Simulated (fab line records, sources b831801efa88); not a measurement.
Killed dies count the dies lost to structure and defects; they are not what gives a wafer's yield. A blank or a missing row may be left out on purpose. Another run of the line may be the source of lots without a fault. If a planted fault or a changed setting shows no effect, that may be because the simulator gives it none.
fab line records	flow sfq_line
record lots=6	wafers=18	last_day=83
route steps=325 shown I3@143 M4@148 I4@163 JJ@178 M8@325
lots with no fault: from the same line, run without faults
start_h: the number of hours between the record's first day and the start of the first shown wafer of the lot	wait_h: how many hours have passed since the lot's step before this one	" unchanged from the row above	L1.1+2: several wafers, shown together as one row	- no value, or no start was given	* or withheld: withheld	< > ~ a bound
route shown NAME@n: names a module that has steps shown in the file, with the first one's number in the route	usual: mean/standard deviation of fault-free wafers	same: alike in all rows	chamber/n: place in a boat	sites: per-site readings	_std_site: the standard deviation of these	_edge_site: mean of outer sites minus mean of inner sites	radius_mm: for every site, how far away it sits from the centre of the wafer	mask NAME#n: copy n	behind: the most recent tool/chamber to have shaped the wafer	hold: why the lot went on hold/how many hours it stayed there/how the hold came to an end	device: the n, p or np transistor that did not switch	end of line: tests of these same wafers at the route's end	a step with no rows: only its recipe	killed: count of dies lost to structure and defects at first sort (not the wafer's yield)	map: a wafer's dies, x killed, . not, _ none there
set.NAME: the run value of the setting; set.NAME@STEP: its run value at that earlier step	model.NAME: the simulator's own value behind a step, which no gauge read
certain route steps with their lots: each step a table, each wafer a row
services: the hour from which a tool's chamber was out of use, counted from the record's first day as start_h (under 0 if before that day), plus the number of hours and why
## steps
# step SFQ_I3_OVL_MEAS_923
# usual I3_OVL=-2/5.9
lot.wafer	tool	chamber	start_h	wait_h	I3_OVL[nm]
L311.1	overlay-01	-	653.32	0.1	-6
L311.2	"	-	"	"	-6
L311.5	"	-	"	"	-8
L316.1	overlay-02	-	832.60	0.1	7
L316.5	"	-	"	"	7
L316.6	"	-	"	"	-4
L323.2	overlay-02	-	912.05	0.1	-10
L323.5	"	-	"	"	-10
L323.6	"	-	"	"	-8
L324.2	overlay-02	-	922.96	0.1	-14
L324.3	"	-	"	"	-8
L324.5	"	-	"	"	-10
L326.1	overlay-01	-	938.04	0.1	0
L326.2	"	-	"	"	-2
L326.5	"	-	"	"	-3
L332.2	overlay-02	-	978.04	0.1	6
L332.3	"	-	"	"	4
L332.4	"	-	"	"	8
# step SFQ_TRILAYER_I3_VIA_BARC_OPEN_VIA_ETCH_121
# recipe mask_material=PR	chemistry=O2	target_depth_nm=125	target=BARC	source_w=500	bias_w=77.09	pressure_mtorr=30	time_s=41.7
# step SFQ_TRILAYER_I3_VIA_ETCH_VIA_ETCH_088
# recipe target=SiO2	stop_on=Nb	mask_material=PR	taper_deg=20	chemistry=CHF3	target_depth_nm=260	source_w=500	bias_w=80	pressure_mtorr=30	time_s=withheld
# usual drypump_motor_current_A=5.83/0.28	oes_product_au=0.855/0.005
lot.wafer	tool	chamber	start_h	wait_h	drypump_motor_current_A	oes_product_au
L311.1	rie_diel-01	2	653.40	0.0	5.57	0.843
L311.2	"	1	"	"	5.59	0.854
L311.5	"	3	"	"	5.68	0.859
L316.1	rie_diel-02	0	832.68	0.0	5.58	0.856
L316.5	"	1	"	"	5.96	0.850
L316.6	"	0	"	"	5.60	0.857
L323.2	rie_diel-02	3	912.12	0.0	6.43	0.856
L323.5	"	1	"	"	5.97	0.862
L323.6	"	2	"	"	5.29	0.858
L324.2	rie_diel-03	0	923.03	0.0	5.94	0.853
L324.3	"	2	"	"	6.25	0.849
L324.5	"	3	"	"	6.11	0.855
L326.1	rie_diel-01	2	938.12	0.0	5.57	0.849
L326.2	"	0	"	"	6.03	0.855
L326.5	"	0	"	"	6.04	0.857
L332.2	rie_diel-02	0	978.11	0.0	5.56	0.853
L332.3	"	1	"	"	5.95	0.855
L332.4	"	3	"	"	6.44	0.850
# step SFQ_TRILAYER_I3_VIA_STRIP_STRIP_089
# recipe gas=O2	power_w=200	platen_temp_c=40	overash_fraction=0.65	chemistry=O2	pressure_mtorr=50
# step SFQ_TRILAYER_I3_VIA_STRIP_SOLV_CLEAN_090
# recipe chemistry=NMP	temp_c=70	time_s=600
# step SFQ_TRILAYER_M4_DEP_PRE_CLEAN_092
# recipe gas=Ar	time_s=22.5	bias_v=250
# step SFQ_TRILAYER_M4_DEP_SPUTTER_091
# recipe material=Nb	base_pressure_pa=1.33e-06	chamber_pressure_pa=0.1333	substrate_temp_c=20	resputter_cathode_voltage_v=400	target_thk_nm=200	power_w=2000	time_s=133.3
# step SFQ_M4_RS_MEAS_924
# recipe thk_meas_gauge=four-point-probe	reads=Nb_of_TRILAYER_M4_DEP_SPUTTER_091
# usual M4_NB_RS=0.891/0.0079
lot.wafer	tool	chamber	start_h	wait_h	M4_NB_RS[ohm/sq]
L311.1	film_metro-04	-	654.40	0.0	0.899
L311.2	"	-	"	"	0.896
L311.5	"	-	"	"	0.896
L316.1	film_metro-02	-	833.90	0.0	0.895
L316.5	"	-	"	"	0.899
L316.6	"	-	"	"	0.887
L323.2	film_metro-04	-	913.18	0.1	0.870
L323.5	"	-	"	"	0.878
L323.6	"	-	"	"	0.875
L324.2	film_metro-01	-	924.06	0.1	0.889
L324.3	"	-	"	"	0.896
L324.5	"	-	"	"	0.890
L326.1	film_metro-04	-	939.14	0.0	0.900
L326.2	"	-	"	"	0.903
L326.5	"	-	"	"	0.900
L332.2	film_metro-04	-	979.14	0.1	0.889
L332.3	"	-	"	"	0.901
L332.4	"	-	"	"	0.893
# step SFQ_TRILAYER_M4_LITHO_COAT_098
# recipe resist=BARC	spin_rpm=3000	resist_thk_nm=62
# step SFQ_TRILAYER_M4_LITHO_COAT_093
# recipe resist=KrF	spin_rpm=3000	resist_thk_nm=600
# step SFQ_TRILAYER_M4_LITHO_SOFTBAKE_097
# recipe temp_c=withheld	time_s=withheld	resist=KrF
# step SFQ_TRILAYER_M4_LITHO_EXPOSE_094
# recipe mask_id=M4	na=0.6	source_shape=conventional	sigma_outer=0.65	target_cd_nm=500	dose_mj=14.4
lot.wafer	tool	chamber	start_h	wait_h	mask
L311.1+2+5	krf_scanner-02	0	794.10	-	M4#0
L316.1+5+6	krf_scanner-01	0	835.88	-	M4#0
L323.2+5+6	krf_scanner-02	0	917.95	-	M4#0
L324.2+3+5	krf_scanner-02	0	927.55	-	M4#0
L326.1+2+5	krf_scanner-01	0	1078.39	-	M4#0
L332.2+3+4	krf_scanner-01	0	1122.99	-	M4#0
# step SFQ_TRILAYER_M4_LITHO_PEB_096
# recipe peb_temp_c=115	peb_time_s=60	resist=KrF
# step SFQ_TRILAYER_M4_LITHO_DEVELOP_095
# recipe time_s=60	resist=KrF
# step SFQ_M4_OVL_MEAS_926
# usual M4_OVL=-1/5.8
lot.wafer	tool	chamber	start_h	wait_h	M4_OVL[nm]
L311.1	overlay-02	-	795.60	0.1	2
L311.2	"	-	"	"	4
L311.5	"	-	"	"	2
L316.1	overlay-01	-	837.38	0.1	-10
L316.5	"	-	"	"	-13
L316.6	"	-	"	"	-14
L323.2	overlay-02	-	919.25	0.1	-8
L323.5	"	-	"	"	0
L323.6	"	-	"	"	-5
L324.2	overlay-02	-	928.85	0.1	1
L324.3	"	-	"	"	-11
L324.5	"	-	"	"	-16
L326.1	overlay-01	-	1079.89	0.1	-3
L326.2	"	-	"	"	-1
L326.5	"	-	"	"	-2
L332.2	overlay-02	-	1124.29	0.1	-2
L332.3	"	-	"	"	-2
L332.4	"	-	"	"	-6
# step SFQ_TRILAYER_M4_BARC_OPEN_METAL_ETCH_123
# recipe mask_material=PR	chemistry=O2	target_depth_nm=125	target=BARC	icp_w=600	bias_w=80	pressure_mtorr=10	time_s=41.7
# usual drypump_motor_current_A=5.30/0.16	oes_product_au=0.685/0.0047
# same time_s=41.7
lot.wafer	tool	chamber	start_h	wait_h	drypump_motor_current_A	oes_product_au	rf_hours_counter_h	model.M4.cd_nm
L311.1	rie_metal-02	1	795.63	0.0	5.27	0.681	28	501.8
L311.2	"	0	"	"	5.29	0.690	155	501.3
L311.5	"	0	"	"	5.28	0.679	-	501.8
L316.1	rie_metal-02	1	837.41	0.0	5.28	0.683	36	500.4
L316.5	"	1	"	"	5.26	0.679	-	501.4
L316.6	"	1	"	"	5.26	0.693	-	500.6
L323.2	rie_metal-04	1	919.28	0.0	5.48	0.681	79	472.1
L323.5	"	0	"	"	5.03	0.688	-	477
L323.6	"	1	"	"	5.45	0.680	-	443.3
L324.2	rie_metal-04	0	928.88	0.0	5.02	0.685	53	489.5
L324.3	"	0	"	"	5.06	0.686	-	463.6
L324.5	"	0	"	"	5.04	0.694	-	477.7
L326.1	rie_metal-04	0	1079.92	0.0	5.05	0.685	76	499.6
L326.2	"	1	"	"	5.46	0.681	104	500.1
L326.5	"	1	"	"	5.49	0.685	-	500.3
L332.2	rie_metal-02	0	1124.32	0.0	5.29	0.681	38	498.2
L332.3	"	0	"	"	5.30	0.691	-	498.6
L332.4	"	1	"	"	5.32	0.681	-	499
# step SFQ_TRILAYER_M4_ETCH_METAL_ETCH_096
# recipe target=Nb	stop_on=SiO2	mask_material=PR	chemistry=Cl2/Ar	target_depth_nm=240	icp_w=600	bias_w=80	pressure_mtorr=10	time_s=120
# usual drypump_motor_current_A=5.30/0.16	oes_product_au=0.894/0.0058
# same time_s=120
lot.wafer	tool	chamber	start_h	wait_h	drypump_motor_current_A	oes_product_au	rf_hours_counter_h	model.M4.cd_nm
L311.1	rie_metal-02	1	795.69	0.0	5.29	0.893	29	502.9
L311.2	"	0	"	"	5.28	0.894	155	502.2
L311.5	"	0	"	"	5.28	0.892	-	503.3
L316.1	rie_metal-02	1	837.53	0.1	5.27	0.895	36	500.2
L316.5	"	1	"	"	5.23	0.900	-	500.3
L316.6	"	1	"	"	5.26	0.904	-	500.6
L323.2	rie_metal-04	1	919.34	0.0	5.45	0.903	79	471.7
L323.5	"	0	"	"	4.98	0.907	-	476
L323.6	"	1	"	"	5.44	0.898	-	443.6
L324.2	rie_metal-04	0	928.94	0.0	5.05	0.897	53	489.7
L324.3	"	0	"	"	5.04	0.894	-	463
L324.5	"	0	"	"	5.03	0.891	-	477.6
L326.1	rie_metal-04	0	1079.98	0.0	5.05	0.887	76	499.9
L326.2	"	1	"	"	5.43	0.890	104	500.5
L326.5	"	1	"	"	5.44	0.895	-	500
L332.2	rie_metal-02	0	1124.38	0.0	5.27	0.895	38	497.6
L332.3	"	0	"	"	5.29	0.893	-	497.2
L332.4	"	1	"	"	5.27	0.891	-	497.9
# step SFQ_TRILAYER_M4_STRIP_STRIP_097
# recipe gas=O2	power_w=200	platen_temp_c=40	overash_fraction=0.65	chemistry=O2	pressure_mtorr=50
# usual drypump_motor_current_A=5.30/0.15	oes_product_au=1.000/0.0083
# same overash_fraction=0.65
lot.wafer	tool	chamber	start_h	wait_h	drypump_motor_current_A	oes_product_au	rf_hours_counter_h
L311.1	rie_metal-02	1	795.82	0.1	5.25	0.997	29
L311.2	"	0	"	"	5.29	0.987	155
L311.5	"	0	"	"	5.29	1.002	-
L316.1	rie_metal-02	1	837.78	0.2	5.26	0.997	36
L316.5	"	1	"	"	5.27	1.004	-
L316.6	"	1	"	"	5.29	0.997	-
L323.2	rie_metal-04	1	919.47	0.1	5.47	1.000	80
L323.5	"	0	"	"	5.01	1.006	-
L323.6	"	1	"	"	5.45	1.004	-
L324.2	rie_metal-04	0	929.07	0.1	5.03	0.996	54
L324.3	"	0	"	"	5.04	0.999	-
L324.5	"	0	"	"	5.02	1.008	-
L326.1	rie_metal-04	0	1080.11	0.1	5.06	0.992	76
L326.2	"	1	"	"	5.45	1.016	104
L326.5	"	1	"	"	5.46	1.003	-
L332.2	rie_metal-02	0	1124.51	0.1	5.29	1.008	39
L332.3	"	0	"	"	5.28	1.014	-
L332.4	"	1	"	"	5.28	0.991	-
# step SFQ_TRILAYER_M4_STRIP_SOLV_CLEAN_098
# recipe chemistry=NMP	temp_c=70	time_s=600
# step SFQ_TRILAYER_I4_DEP_PECVD_099
# recipe material=SiO2	temp_c=150	time_s=111.11	pressure_torr=2.4	rf_w=183.3	precursor=SiH4/N2O	target_thk_nm=500
# step SFQ_TRILAYER_I4_CMP_CMP_100
# recipe material=SiO2	down_force_psi=3	platen_rpm=60	pad_velocity_m_s=0.94248
# usual motor_current_A=9.5/0.71	time_to_endpoint_s=216/6.6
lot.wafer	tool	chamber	start_h	wait_h	motor_current_A	time_to_endpoint_s
L311.2	cmp-01	3	798.84	2.2	11.2	217
L311.1	"	0	"	"	9.0	217
L311.5	"	2	800.34	3.7	9.9	217
L316.1	cmp-01	1	839.24	0.0	9.8	205
L316.6	"	1	841.24	2.0	9.9	216
L316.5	"	2	"	"	9.9	216
L323.2	cmp-01	3	929.59	9.3	10.8	212
L323.6	"	3	931.59	11.3	10.6	215
L323.5	"	0	"	"	9.1	218
L324.2	cmp-01	1	943.70	13.8	9.7	214
L324.3	"	0	945.20	15.3	9.4	214
L324.5	"	1	"	"	9.6	215
L326.1	cmp-02	1	1081.91	0.8	9.0	216
L326.2	"	2	"	"	8.3	207
L326.5	"	0	1083.41	2.3	9.0	220
L332.2	cmp-01	3	1125.36	0.0	11.3	209
L332.4	"	0	"	"	8.6	214
L332.3	"	2	1126.86	1.5	9.5	210
# step SFQ_I4_BOW_MEAS_927
# recipe mode=bow
# usual I4_BOW=4/8.8
lot.wafer	tool	chamber	start_h	wait_h	I4_BOW[um]
L311.1	film_metro-04	-	800.84	1.0	16
L311.2	"	-	"	"	8
L311.5	"	-	"	"	14
L316.1	film_metro-03	-	842.24	2.5	-13
L316.5	"	-	"	"	-15
L316.6	"	-	"	"	3
L323.2	film_metro-04	-	932.61	2.5	17
L323.5	"	-	"	"	9
L323.6	"	-	"	"	19
L324.2	film_metro-03	-	946.72	2.5	0
L324.3	"	-	"	"	0
L324.5	"	-	"	"	-2
L326.1	film_metro-03	-	1084.41	2.0	-7
L326.2	"	-	"	"	-1
L326.5	"	-	"	"	9
L332.2	film_metro-03	-	1128.38	2.5	-7
L332.3	"	-	"	"	10
L332.4	"	-	"	"	3
# step SFQ_TRILAYER_I4_METRO_MEASURE_101
# step SFQ_TRILAYER_I4_VIA_LITHO_COAT_108
# recipe resist=BARC	spin_rpm=3000	resist_thk_nm=62
# step SFQ_TRILAYER_I4_VIA_LITHO_COAT_103
# recipe resist=KrF	spin_rpm=2974	resist_thk_nm=650
# step SFQ_TRILAYER_I4_VIA_LITHO_SOFTBAKE_107
# recipe temp_c=withheld	time_s=withheld	resist=KrF
# step SFQ_TRILAYER_I4_VIA_LITHO_EXPOSE_104
# recipe mask_id=I4	na=0.6	source_shape=conventional	sigma_outer=0.65	target_cd_nm=700	dose_mj=21.3
# step SFQ_TRILAYER_I4_VIA_LITHO_PEB_106
# recipe peb_temp_c=115	peb_time_s=60	resist=KrF
# step SFQ_TRILAYER_I4_VIA_LITHO_DEVELOP_105
# recipe time_s=60	resist=KrF
# step SFQ_I4_OVL_MEAS_928
# usual I4_OVL=0/5.2
lot.wafer	tool	chamber	start_h	wait_h	I4_OVL[nm]
L311.1	overlay-01	-	952.85	0.1	0
L311.2	"	-	"	"	-3
L311.5	"	-	"	"	6
L316.1	overlay-02	-	994.76	0.1	2
L316.5	"	-	"	"	2
L316.6	"	-	"	"	6
L323.2	overlay-01	-	1075.09	0.1	0
L323.5	"	-	"	"	8
L323.6	"	-	"	"	4
L324.2	overlay-01	-	1085.89	0.1	2
L324.3	"	-	"	"	3
L324.5	"	-	"	"	-4
L326.1	overlay-01	-	1088.41	0.1	-7
L326.2	"	-	"	"	-4
L326.5	"	-	"	"	-7
L332.2	overlay-01	-	1135.00	0.1	3
L332.3	"	-	"	"	-5
L332.4	"	-	"	"	-1
# step SFQ_TRILAYER_I4_VIA_BARC_OPEN_VIA_ETCH_146
# recipe mask_material=PR	chemistry=O2	target_depth_nm=125	target=BARC	source_w=500	bias_w=80	pressure_mtorr=30	time_s=41.7
# usual drypump_motor_current_A=5.76/0.29	oes_product_au=0.685/0.0047
# same time_s=41.7
lot.wafer	tool	chamber	start_h	wait_h	drypump_motor_current_A	oes_product_au	rf_hours_counter_h
L311.1	rie_diel-01	1	952.88	0.0	5.57	0.682	12
L311.2	"	3	"	"	5.69	0.699	1
L311.5	"	2	"	"	5.57	0.687	-
L316.1	rie_diel-01	0	994.80	0.0	6.04	0.685	14
L316.5	"	2	"	"	5.53	0.693	-
L316.6	"	1	"	"	5.58	0.686	-
L323.2	rie_diel-04	2	1075.12	0.0	5.97	0.677	17
L323.5	"	0	"	"	5.51	0.680	-
L323.6	"	3	"	"	5.94	0.688	-
L324.2	rie_diel-01	0	1085.92	0.0	6.00	0.687	15
L324.3	"	2	"	"	5.59	0.687	13
L324.5	"	0	"	"	6.04	0.679	-
L326.1	rie_diel-01	3	1088.45	0.0	5.66	0.685	3
L326.2	"	1	"	"	5.59	0.683	14
L326.5	"	0	"	"	6.02	0.681	-
L332.2	rie_diel-02	0	1135.03	0.0	5.58	0.682	14
L332.3	"	3	"	"	6.50	0.680	10
L332.4	"	2	"	"	5.31	0.681	5
# step SFQ_TRILAYER_I4_VIA_ETCH_VIA_ETCH_106
# recipe target=SiO2	stop_on=Nb	mask_material=PR	taper_deg=20	chemistry=CHF3	target_depth_nm=260	source_w=500	bias_w=80	pressure_mtorr=30	time_s=withheld
# usual drypump_motor_current_A=5.76/0.29	oes_product_au=0.855/0.005
lot.wafer	tool	chamber	start_h	wait_h	drypump_motor_current_A	oes_product_au
L311.1	rie_diel-01	1	952.92	0.0	5.59	0.866
L311.2	"	3	"	"	5.70	0.856
L311.5	"	2	"	"	5.53	0.864
L316.1	rie_diel-01	0	994.84	0.0	5.99	0.850
L316.5	"	2	"	"	5.56	0.849
L316.6	"	1	"	"	5.58	0.854
L323.2	rie_diel-04	2	1075.16	0.0	5.98	0.865
L323.5	"	0	"	"	5.48	0.858
L323.6	"	3	"	"	5.91	0.850
L324.2	rie_diel-01	0	1085.96	0.0	6.02	0.858
L324.3	"	2	"	"	5.52	0.852
L324.5	"	0	"	"	6.02	0.844
L326.1	rie_diel-01	3	1088.49	0.0	5.71	0.857
L326.2	"	1	"	"	5.57	0.856
L326.5	"	0	"	"	6.02	0.859
L332.2	rie_diel-02	0	1135.07	0.0	5.62	0.858
L332.3	"	3	"	"	6.47	0.852
L332.4	"	2	"	"	5.28	0.851
# step SFQ_TRILAYER_I4_VIA_STRIP_STRIP_107
# recipe gas=O2	power_w=200	platen_temp_c=40	overash_fraction=0.65	chemistry=O2	pressure_mtorr=50
# step SFQ_TRILAYER_I4_VIA_STRIP_SOLV_CLEAN_108
# recipe chemistry=NMP	temp_c=70	time_s=600
# step SFQ_TRILAYER_JJ_TRILAYER_DEP_PRE_CLEAN_113
# recipe gas=Ar	time_s=22.5	bias_v=250
# step SFQ_TRILAYER_JJ_TRILAYER_DEP_SPUTTER_109
# recipe material=Nb	base_pressure_pa=1.33e-06	chamber_pressure_pa=0.1333	substrate_temp_c=20	target_thk_nm=150	power_w=2000	time_s=100
# step SFQ_TRILAYER_JJ_TRILAYER_DEP_SPUTTER_110
# recipe material=Al	base_pressure_pa=1.33e-06	target_thk_nm=8	power_w=500	time_s=10	chamber_pressure_pa=0.4
# step SFQ_TRILAYER_JJ_TRILAYER_DEP_AL_OXIDATION_111
# recipe pressure_mbar=0.014667	oxidation_time_s=600	temperature_k=293
# step SFQ_TRILAYER_JJ_TRILAYER_DEP_SPUTTER_112
# recipe material=Nb	base_pressure_pa=1.33e-06	chamber_pressure_pa=0.1333	substrate_temp_c=20	target_thk_nm=170	power_w=2000	time_s=110.3
# step SFQ_JJ_RS_MEAS_929
# recipe thk_meas_gauge=four-point-probe	reads=Nb_of_TRILAYER_JJ_TRILAYER_DEP_SPUTTER_112
# usual JJ_NB_RS=1.081/0.011
lot.wafer	tool	chamber	start_h	wait_h	JJ_NB_RS[ohm/sq]
L311.1	film_metro-02	-	955.03	0.0	1.076
L311.2	"	-	"	"	1.098
L311.5	"	-	"	"	1.091
L316.1	film_metro-04	-	996.93	0.0	1.084
L316.5	"	-	"	"	1.084
L316.6	"	-	"	"	1.090
L323.2	film_metro-02	-	1077.27	0.1	1.057
L323.5	"	-	"	"	1.063
L323.6	"	-	"	"	1.062
L324.2	film_metro-03	-	1088.07	0.1	1.064
L324.3	"	-	"	"	1.074
L324.5	"	-	"	"	1.073
L326.1	film_metro-02	-	1090.58	0.0	1.081
L326.2	"	-	"	"	1.084
L326.5	"	-	"	"	1.089
L332.2	film_metro-03	-	1137.20	0.1	1.084
L332.3	"	-	"	"	1.079
L332.4	"	-	"	"	1.081
# step SFQ_M8_BOW_MEAS_951
# recipe mode=bow
# usual M8_BOW=8/9.6
lot.wafer	tool	chamber	start_h	wait_h	M8_BOW[um]	model.etest.m4.ohm_um
L311.1	film_metro-01	-	1633.88	0.0	22	1.785
L311.2	"	-	"	"	14	1.786
L311.5	"	-	"	"	21	1.781
L316.1	film_metro-03	-	1675.77	0.0	-8	1.793
L316.5	"	-	"	"	-8	1.799
L316.6	"	-	"	"	9	1.773
L323.2	film_metro-01	-	1948.14	0.0	26	1.845
L323.5	"	-	"	"	18	1.845
L323.6	"	-	"	"	27	1.971
L324.2	film_metro-04	-	1950.80	0.0	7	1.814
L324.3	"	-	"	"	7	1.935
L324.5	"	-	"	"	5	1.865
L326.1	film_metro-01	-	1955.58	0.0	0	1.802
L326.2	"	-	"	"	5	1.805
L326.5	"	-	"	"	14	1.8
L332.2	film_metro-01	-	1991.72	0.0	3	1.786
L332.3	"	-	"	"	18	1.807
L332.4	"	-	"	"	11	1.793
## services
tool	chamber	start_h	hours	kind
rie_diel-02	-	658.16	0.9	repair
rie_diel-02	-	677.30	0.1	repair
rie_metal-02	-	694.35	1.8	repair
cmp-01	-	699.54	2.0	repair
cmp-01	-	710.25	1.9	repair
cmp-01	-	737.98	0.4	repair
cmp-01	-	749.93	4.0	pm
rie_diel-02	-	802.90	28.1	pm
rie_metal-04	-	810.85	1.4	pm
rie_metal-04	-	816.94	14.6	pm
rie_diel-01	1	852.06	4.2	repair
rie_diel-01	1	870.17	11.3	repair
rie_diel-01	3	884.73	6.7	repair
rie_diel-01	3	899.66	12.0	repair
rie_diel-01	1	907.24	18.6	repair
rie_metal-02	1	940.05	16.2	repair
rie_diel-01	3	992.13	7.4	repair
rie_diel-01	1	1022.78	6.2	repair
rie_diel-01	3	1023.19	8.4	repair
rie_metal-04	-	1063.70	2.8	pm
rie_diel-01	1	1075.69	4.3	repair
rie_metal-02	0	1079.84	5.7	repair
rie_diel-01	2	1090.07	7.4	repair
rie_metal-02	-	1097.85	1.4	pm
## key
first_sign none at tools or gauges
model_effect step=SFQ_TRILAYER_M4_BARC_OPEN_METAL_ETCH_123	value=M4.cd_nm	without=499.7	struck=470.5
model_effect step=SFQ_TRILAYER_M4_ETCH_METAL_ETCH_096	value=M4.cd_nm	without=499.4	struck=470.3
model_effect step=SFQ_M8_BOW_MEAS_951	value=etest.m4.ohm_um	without=1.768	struck=1.879
met_at SFQ_TRILAYER_M4_LITHO_EXPOSE_094
struck_wafers L323.2,L323.5,L323.6,L324.2,L324.3,L324.5
onset_between 794.10 917.95
fault kind=process_parameter_drift	tool=krf_scanner-02	chamber=-	onset_h=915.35	steps=SFQ_TRILAYER_M4_LITHO_EXPOSE_094	channel=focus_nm	offset=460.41	spread_by_wafer=0.3	shape=step	end_h=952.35
